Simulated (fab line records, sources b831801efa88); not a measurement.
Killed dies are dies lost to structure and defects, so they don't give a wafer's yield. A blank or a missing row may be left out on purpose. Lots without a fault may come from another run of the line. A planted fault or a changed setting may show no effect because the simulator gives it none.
One fault seen from 2 desks | flow gf180mcu | each desk has only its own numbers; what lay behind them comes last

THE METROLOGY DESK
What the gauges read, lot by lot, whatever tool the lot ran on: means of the sampled wafers that have a number. A lot is out of limits, marked OUT, if its mean lies more than 4 standard deviations from the usual mean; the brackets give that distance.
Columns: A = M4_OVL at GF_M4_OVL_MEAS_15, usual -1 nm
lot  | first seen here | A
L860 | day 23 03:49    | -2
L861 | day 23 18:34    | 2
L862 | day 24 04:07    | -6
L863 | day 24 08:29    | 2
L866 | day 25 09:20    | -5
L873 | day 27 19:40    | 2
L874 | day 28 05:41    | -3
L875 | day 28 12:00    | 0
L876 | day 28 16:04    | 6
L878 | day 29 05:13    | -1
L880 | day 29 16:49    | -3
L882 | day 30 08:56    | -3
L883 | day 30 14:32    | -5
This desk's finding: nothing out of limits on any of the 13 lots.

THE TOOL OWNER'S DESK: cvd_w-01
The tool's own readings at GF_V4_CVD_23 (deposits W, target thk 350 nm, time 104.9 s): means of the sampled wafers that have a number, for each lot that ran on this tool. A lot is out of limits, marked OUT, if its mean lies more than 4 standard deviations from the usual mean; the brackets give that distance.
Columns: A = chamber_pressure_Torr at GF_V4_CVD_23, usual 40.01 Torr; B = heater_power_w at GF_V4_CVD_23, usual 903 W
lot  | first seen here | A               | B
L862 | day 25 04:59    | 39.98           | 936
L873 | day 28 17:58    | 38.47 (-19) OUT | 941
L874 | day 29 03:19    | 38.53 (-18) OUT | 969
This desk's finding: out of limits on L873, L874; first on L873, day 28 17:58 (chamber_pressure_Torr at GF_V4_CVD_23). In limits: L862.

PUT TOGETHER
The tool owner's desk could have raised an alarm at day 28 17:58, on L873, L874.
The metrology desk saw nothing out of limits.
The metrology desk has L873, L874 on record, within its limits.
Of the lots named, all ran GF_V4_CVD_23 on cvd_w-01.

WHAT THE SIMULATOR HAD PUT IN
Process parameter drift: cvd_w-01, from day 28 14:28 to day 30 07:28, at GF_V4_CVD_23. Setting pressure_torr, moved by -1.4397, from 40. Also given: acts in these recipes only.
Lots struck among those shown: L873, L874.
Hours from the fault's start to each desk's first reading out of limits: the tool owner's desk, 4.
